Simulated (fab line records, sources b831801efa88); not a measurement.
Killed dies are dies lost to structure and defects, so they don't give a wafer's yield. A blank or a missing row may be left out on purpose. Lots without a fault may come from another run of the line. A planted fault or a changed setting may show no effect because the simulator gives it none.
A struck lot beside a sound one | flow sky130 | 18 steps out of a route of 708
Sound: wafers L638.1, L638.2, L638.3. Struck: wafers L642.1, L642.3, L642.4. The cause comes at the end.
At each step with rows: each side's tool, then ch and its chambers, then its first start. Under that, the readings that differ: sound wafers | struck wafers | difference of the means | sigmas: that difference in standard deviations of wafers without a fault.
alike: readings whose means differ by less than 2 such deviations, and words and numbers that are the same on both sides. not compared: withheld readings, readings that some wafer has no value for, bounds like >300 that may hide the same value, and numbers for which the record gives no deviation and whose values overlap.
The two part at a step that has a row with sigmas, a row that says differs or no value, or rows on one side only. Numbers that don't overlap but have no deviation are shown without sigmas and don't part them. A reading that every wafer of one side lacks parts them only if that side has two wafers or more.

first, 3 steps without rows for these wafers: SKY_SONOS_ONO_WET_ETCH_18 (etches Si3N4 in H3PO4, target depth 15 nm, time 172 s); SKY_GATE_OXIDE_CLEAN_00 (cleans in SC1/SC2, time 150 s); SKY_GATE_OXIDE_OXIDATION_01 (stabilise 600 s, purge 300 s, target thk 10.268 nm).
SKY_GATE_OXIDE_THK_MEAS_02:
  sound on film_metro-03, day 15 08:25; struck on film_metro-03, day 16 15:46
  reading                          | sound             | struck            | difference | sigmas
  GATE_OXIDE_OXIDATION_00_THK (nm) | 10.77 10.63 10.79 | 10.17 10.21 10.12 | -0.56      | -2
then, 7 steps without rows for these wafers: SKY_GATE_OXIDE_DEHYDRATE_03 (time 60 s); SKY_GATE_OXIDE_HMDS_04 (prime time 60 s); SKY_GATE_OXIDE_COAT_05 (resist thk 1140 nm); SKY_GATE_OXIDE_SOFTBAKE_06 (time 60 s); SKY_GATE_OXIDE_EXPOSE_07 (exposes mask LVOM, target cd 600 nm); SKY_GATE_OXIDE_PEB_08; SKY_GATE_OXIDE_DEVELOP_09 (develop time 60 s).
SKY_GATE_OXIDE_OVL_MEAS_10:
  sound on overlay-02, day 16 11:46; struck on overlay-01, day 17 20:43
  reading             | sound          | struck      | difference | sigmas
  GATE_OXIDE_OVL (nm) | -2.9 -2.0 -1.7 | 0.0 2.7 3.2 | +4.2       | +3
SKY_GATE_OXIDE_IMPLANT_11:
  sound on implanter-03 ch 0, day 16 11:48; struck on implanter-04 ch 0, day 17 20:45
  reading                   | sound             | struck               | difference | sigmas
  beam_energy_keV           | 9.995 9.995 9.996 | 11.448 11.449 11.447 | +1.453     | +99 or more
  model.implant.rp_nm (nm)  | 33.84 33.84 33.84 | 37.82 37.82 37.82    | +3.98      |
  model.implant.drp_nm (nm) | 17.11 17.11 17.11 | 18.84 18.84 18.84    | +1.73      |
then, 1 step without rows for these wafers: SKY_GATE_OXIDE_WET_ETCH_12 (etches SiO2 in dHF, target depth 16.8 nm, time 336 s).
SKY_GATE_OXIDE_STRIP_13: strips in O2/N2.
  sound on plasma_asher-02 ch 0,1, day 16 12:04; struck on plasma_asher-02 ch 0,1, day 17 21:01
  alike: drypump_motor_current_A, oes_product_au, strip_time_to_endpoint_s
  not compared: rf_hours_counter_h
SKY_GATE_OXIDE_TW_MEAS_14:
  sound on film_metro-02, day 16 12:10; struck on film_metro-04, day 17 21:07
  reading       | sound             | struck            | difference | sigmas
  GATE_OXIDE_TW | 220.3 220.5 220.6 | 230.9 231.8 231.9 | +11.1      | +6
then, 1 step without rows for these wafers: SKY_GATE_OXIDE_CLEAN_15 (cleans in SC1/SC2, time 150 s).
-- the record jumps here: 31 days lie between the struck wafers' starts before and after (it left off in module GATE_OXIDE and takes up again in module PAD_OPEN, whose first step shown is number 708 of the route) --
SKY_PAD_OPEN_PROBE_99:
  sound on prober-01, day 48 05:21; struck on prober-01, day 49 04:14
  reading                                  | sound                | struck               | difference | sigmas
  model.etest.pfet_01v8_lvt.off_log10_a_um | -8.915 -8.747 -8.874 | -8.424 -8.371 -8.392 | +0.450     |
  model.etest.nfet_01v8_lvt.vt_long_v (V)  | 0.4607 0.4684 0.4692 | 0.442 0.442 0.441    | -0.024     |
  model.etest.nfet_01v8.vt_long_v (V)      | 0.5649 0.5739 0.5749 | 0.5448 0.5469 0.545  | -0.0257    |
  model.etest.nfet_01v8_turned.vt_v (V)    | 0.7212 0.7302 0.7327 | 0.7067 0.7068 0.7025 | -0.0227    |
  model.etest.nfet_01v8.vt_v (V)           | 0.7208 0.731 0.7325  | 0.704 0.7068 0.7054  | -0.023     |
  alike: killed_at_M0_to_M3, killed_at_M4_up, killed_at_contacts, killed_at_front_end, killed_at_other, killed_dies, killed_open, killed_short
  not compared: model.etest.pfet_01v8_lvt.vt_sat_v, model.etest.pfet_01v8_lvt.vt_v, model.etest.pfet_01v8_lvt.vt_long_v

WHERE THEY PART
First at SKY_GATE_OXIDE_THK_MEAS_02; last, within this record, at SKY_GATE_OXIDE_TW_MEAS_14. Later steps at which nothing parts them and some readings are alike: SKY_PAD_OPEN_PROBE_99.

WHY: what the simulator had put in
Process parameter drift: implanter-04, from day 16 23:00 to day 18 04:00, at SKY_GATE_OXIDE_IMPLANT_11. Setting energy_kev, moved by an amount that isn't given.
